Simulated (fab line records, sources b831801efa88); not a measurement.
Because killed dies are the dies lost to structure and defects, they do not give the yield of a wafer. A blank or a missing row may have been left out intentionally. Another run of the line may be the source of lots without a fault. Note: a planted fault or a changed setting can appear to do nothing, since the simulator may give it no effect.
8D (eight disciplines) problem report, filled in by code -- flow sky130 -- the parts of the form that need people (team, actions taken, sign-off) are left out

## 1. WHAT WENT WRONG
Wafers without a fault read 400.6 C, standard deviation 0.96; spike tc centre C at SKY_PAD_OPEN_ANNEAL_12 reads a mean of 374.1 C on 9 wafers belonging to 3 lots. Relative to the usual mean, that is a shift of -28 standard deviations.
First observed at day 49 09:09: wafer L312.3, on furnace-02. The record holds 33 wafers of 11 lots with a number at this step. The rule behind "out" and "out of limits": a value lying over 4 standard deviations away from the usual mean. The other wafers with a number count as sound.

## 2. WHAT IT IS, WHAT IT ISN'T
question,is,is not
which readings at this step,"spike tc centre C, spike tc bottom C, spike tc lower C, spike tc top C, spike tc upper C, zone power bottom pct, zone power centre pct",tube center temp C
which lots,"L312, L314, L316","L297, L299, L303, L305, L307, L308, L313, L319"
which wafers of those lots,all that have a number,-
read on which tools,furnace-02,furnace-01
when,from day 49 09:09,"up to then (18 sound wafers); but 6 sound wafers of L313, L319 came after"

## 3. WHAT RULES OUT EACH SUSPECT
Counting: a tool at a process step up to the reading stays a suspect if it ran every lot that is out and no sound lot after the first of them.
- furnace-02 at SKY_PAD_OPEN_ANNEAL_12: kept. It processed each lot that is out, first L312 at day 49 09:09, and no sound lot thereafter; up to then, the last sound lot it processed was L307 at day 48 09:59. Its own spike tc bottom C, spike tc centre C, spike tc lower C, spike tc top C, spike tc upper C, zone power bottom pct, zone power centre pct readings are out on those wafers.
Left after counting: furnace-02 at SKY_PAD_OPEN_ANNEAL_12.

## 4. THE CAUSE (what the simulator had put in)
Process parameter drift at SKY_PAD_OPEN_ANNEAL_12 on furnace-02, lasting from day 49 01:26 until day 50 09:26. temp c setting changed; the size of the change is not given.
Only this tool survived the counting.

## 5. SEQUENCE OF EFFECTS, ordered by route
Each row: a reading where the mean over the struck wafers with a number is more than 3 standard deviations away from the usual. Readings are gone through only where the record gives a usual standard deviation; hours: the median, over the lots, of the time from a lot's start at the first step in this table giving one to that lot's start at this step; sigmas: the change measured in usual standard deviations.
hours,step,reading,usual,on struck wafers,change,sigmas
0,SKY_PAD_OPEN_ANNEAL_12,spike tc bottom C,425.2 C,399.1,-26.1,-26
0,SKY_PAD_OPEN_ANNEAL_12,spike tc centre C,400.6 C,374.1,-26.5,-28
0,SKY_PAD_OPEN_ANNEAL_12,spike tc lower C,400.8 C,373.4,-27.4,-14
0,SKY_PAD_OPEN_ANNEAL_12,spike tc top C,427.7 C,402.7,-25.0,-21
0,SKY_PAD_OPEN_ANNEAL_12,spike tc upper C,399.7 C,374.0,-25.7,-23
0,SKY_PAD_OPEN_ANNEAL_12,zone power bottom pct,6.00 %,5.30,-0.70,-4.7
0,SKY_PAD_OPEN_ANNEAL_12,zone power centre pct,4.57 %,4.18,-0.39,-8.6
Here are the process steps it includes:
- SKY_PAD_OPEN_ANNEAL_12

## 6. WHAT WOULD HAVE CAUGHT IT SOONER
In this record no reading fell out of limits until day 49 09:09, 8 hours after the fault had begun at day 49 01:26.
